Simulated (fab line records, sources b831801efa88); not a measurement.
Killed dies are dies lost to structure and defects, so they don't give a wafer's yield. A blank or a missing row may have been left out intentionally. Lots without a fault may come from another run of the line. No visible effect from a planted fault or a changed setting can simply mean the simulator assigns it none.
What tool caused it? | flow sky130 | 11 lots with 33 wafers sampled at 6 steps, on a route of 708 steps

== WHAT THE GAUGES SHOWED, per wafer ==
SKY_LOCAL_INTERCONNECT_THK_MEAS_02: measures by xrf.
lot  | measured     | on            | LOCAL_INTERCONNECT_TIN_THK (nm)
L360 | day 30 01:13 | film_metro-01 | 100.1 100.1 99.7
L362 | day 30 18:22 | film_metro-01 | 97.6 98.7 98.8
L363 | day 31 03:53 | film_metro-03 | 99.5 99.2 99.0
L364 | day 31 12:59 | film_metro-02 | 100.0 99.2 99.7
L365 | day 31 17:16 | film_metro-01 | 100.9 100.4 99.6
L371 | day 33 21:49 | film_metro-02 | 98.5 99.2 99.2
L373 | day 34 13:22 | film_metro-03 | 99.2 98.6 98.8
L377 | day 35 13:56 | film_metro-03 | 101.6 101.5 100.5
L381 | day 36 14:08 | film_metro-01 | 100.4 100.4 99.9
L382 | day 37 01:46 | film_metro-02 | 99.1 100.0 99.5
L383 | day 37 10:18 | film_metro-01 | 99.8 98.3 98.9

SKY_CONTACT_THK_MEAS_03.
lot  | measured     | on            | CONTACT_HDPCVD_THK (nm)
L360 | day 31 06:26 | film_metro-04 | 546 561 549
L362 | day 31 22:48 | film_metro-04 | 571 564 562
L363 | day 32 08:21 | film_metro-04 | 568 571 570
L364 | day 32 18:03 | film_metro-01 | 570 559 569
L365 | day 32 21:51 | film_metro-01 | 560 568 562
L371 | day 35 02:09 | film_metro-01 | 552 396 550
L373 | day 35 17:55 | film_metro-02 | 565 564 570
L377 | day 36 17:47 | film_metro-02 | 558 559 567
L381 | day 37 17:45 | film_metro-01 | 568 560 566
L382 | day 38 05:29 | film_metro-01 | 565 562 568
L383 | day 38 14:43 | film_metro-04 | 568 561 566

SKY_CONTACT_CD_MEAS_14: target cd 170 nm.
lot  | measured     | on        | cd_nm (nm)
L360 | day 32 10:16 | cd_sem-02 | 168.5 168.1 168.2
L362 | day 33 03:24 | cd_sem-01 | 171.4 171.4 170.5
L363 | day 33 12:17 | cd_sem-02 | 171.1 170.4 170.6
L364 | day 33 22:03 | cd_sem-01 | 170.4 170.2 170.0
L365 | day 34 01:46 | cd_sem-02 | 170.7 171.6 170.1
L371 | day 36 04:44 | cd_sem-01 | 169.4 170.3 170.1
L373 | day 36 21:07 | cd_sem-01 | 169.7 170.9 170.9
L377 | day 37 20:11 | cd_sem-01 | 170.2 169.1 167.9
L381 | day 38 20:28 | cd_sem-02 | 170.8 171.2 170.5
L382 | day 39 07:34 | cd_sem-02 | 169.4 170.5 169.8
L383 | day 39 15:59 | cd_sem-02 | 170.0 170.7 171.0

== EACH LOT AND THE TOOL THAT RAN IT (in order: tool; ch and the chambers of the sampled wafers; start) ==
lot  | SKY_LI_CONTACT_SPUTTER_19    | SKY_CONTACT_HDPCVD_02            | SKY_CONTACT_CMP_04
L360 | pvd_sputter-02, day 30 00:10 | hdpcvd-02 ch 0,1, day 31 06:22   | cmp-01 ch 0,2,3, day 31 06:29
L362 | pvd_sputter-02, day 30 17:25 | hdpcvd-01 ch 0,1,2, day 31 22:43 | cmp-01 ch 0,1,2, day 31 22:56
L363 | pvd_sputter-01, day 31 02:57 | hdpcvd-01 ch 1,2, day 32 08:16   | cmp-02 ch 0,3, day 32 08:24
L364 | pvd_sputter-04, day 31 12:03 | hdpcvd-02 ch 0,1, day 32 17:58   | cmp-01 ch 0,2, day 32 18:08
L365 | pvd_sputter-01, day 31 16:20 | hdpcvd-01 ch 0,1, day 32 21:47   | cmp-02 ch 1,2,3, day 32 21:58
L371 | pvd_sputter-04, day 33 20:54 | hdpcvd-02 ch 0,2, day 35 02:03   | cmp-02 ch 0,1,3, day 35 02:19
L373 | pvd_sputter-01, day 34 12:18 | hdpcvd-01 ch 0,1,2, day 35 17:50 | cmp-02 ch 0,2, day 35 18:01
L377 | pvd_sputter-02, day 35 13:01 | hdpcvd-01 ch 0,1, day 36 17:43   | cmp-02 ch 0,2,3, day 36 17:51
L381 | pvd_sputter-04, day 36 13:12 | hdpcvd-02 ch 0,2, day 37 17:41   | cmp-01 ch 2,3, day 37 17:49
L382 | pvd_sputter-01, day 37 00:50 | hdpcvd-01 ch 0,1, day 38 05:25   | cmp-01 ch 0,1,2, day 38 05:38
L383 | pvd_sputter-02, day 37 09:22 | hdpcvd-01 ch 0,2, day 38 14:38   | cmp-01 ch 0,2,3, day 38 14:46
- SKY_LI_CONTACT_SPUTTER_19: material Ti, target thk 20 nm, time 106.37 s.
- SKY_CONTACT_HDPCVD_02: deposits SiO2, target thk 565 nm, time 94.2 s.
- SKY_CONTACT_CMP_04: polishes SiO2.

== WHAT THE TOOLS THEMSELVES READ (means of the sampled wafers that have a number; where no wafer has one, the mark that the record gives instead) ==
SKY_LI_CONTACT_SPUTTER_19.
lot  | tool           | throttle_valve_pct (%)
L360 | pvd_sputter-02 | 30.0
L362 | pvd_sputter-02 | 31.7
L363 | pvd_sputter-01 | 30.5
L364 | pvd_sputter-04 | 30.4
L365 | pvd_sputter-01 | 30.4
L371 | pvd_sputter-04 | 30.1
L373 | pvd_sputter-01 | 29.5
L377 | pvd_sputter-02 | 29.7
L381 | pvd_sputter-04 | 30.5
L382 | pvd_sputter-01 | 30.5
L383 | pvd_sputter-02 | 30.7

SKY_CONTACT_CMP_04.
lot  | tool   | motor_current_A (A) | slurry_flow_ml_min | time_to_endpoint_s (s)
L360 | cmp-01 | 12.3                | 150.0              | 78
L362 | cmp-01 | 12.0                | 149.7              | 81
L363 | cmp-02 | 12.8                | 150.1              | 87
L364 | cmp-01 | 13.0                | 150.7              | 82
L365 | cmp-02 | 11.5                | 150.6              | 82
L371 | cmp-02 | 12.1                | 149.9              | 63
L373 | cmp-02 | 12.5                | 150.6              | 80
L377 | cmp-02 | 12.1                | 149.8              | 86
L381 | cmp-01 | 13.5                | 149.7              | 83
L382 | cmp-01 | 12.2                | 150.5              | 80
L383 | cmp-01 | 12.3                | 150.0              | 80

== THE ANSWER, worked out from the rows above alone ==
Rule: what is usual is taken from the lots themselves. Put in order of their means at a reading, lots are off if they are a third of the lots or fewer, leave a main group of 4 or more, and stand apart from it by a gap of 3 or more times the standard deviation of the main group's means; of several such gaps the widest counts. If all means in a main group match to the digits the tables above print for the reading, that group is not used. Also off: a lot with no number at a reading for which 4 or more lots have one. Where the step has rows for the other lots, those lots are counted as sound. Order of review: gauges by route order, followed by the tools' own readings, for which a lot's mean as printed above is used. The first step at which some lot is off is used, and at that step the reading that is off furthest; a lot without a number counts as furthest.
Off: L371, at SKY_CONTACT_THK_MEAS_03 (CONTACT_HDPCVD_THK). The main group: mean 564 nm, standard deviation 4.5.
A tool fits if, at a process step before that reading, it ran every lot that is off, and no sound lot after the first of them. Not tried: the gauges at SKY_CONTACT_THK_MEAS_03; whatever is off there is also off at SKY_CONTACT_CMP_04, on other tools, and gauge error can't account for it. Of those tried, none fits.

== WHAT WAS PUT IN BY THE SIMULATOR ==
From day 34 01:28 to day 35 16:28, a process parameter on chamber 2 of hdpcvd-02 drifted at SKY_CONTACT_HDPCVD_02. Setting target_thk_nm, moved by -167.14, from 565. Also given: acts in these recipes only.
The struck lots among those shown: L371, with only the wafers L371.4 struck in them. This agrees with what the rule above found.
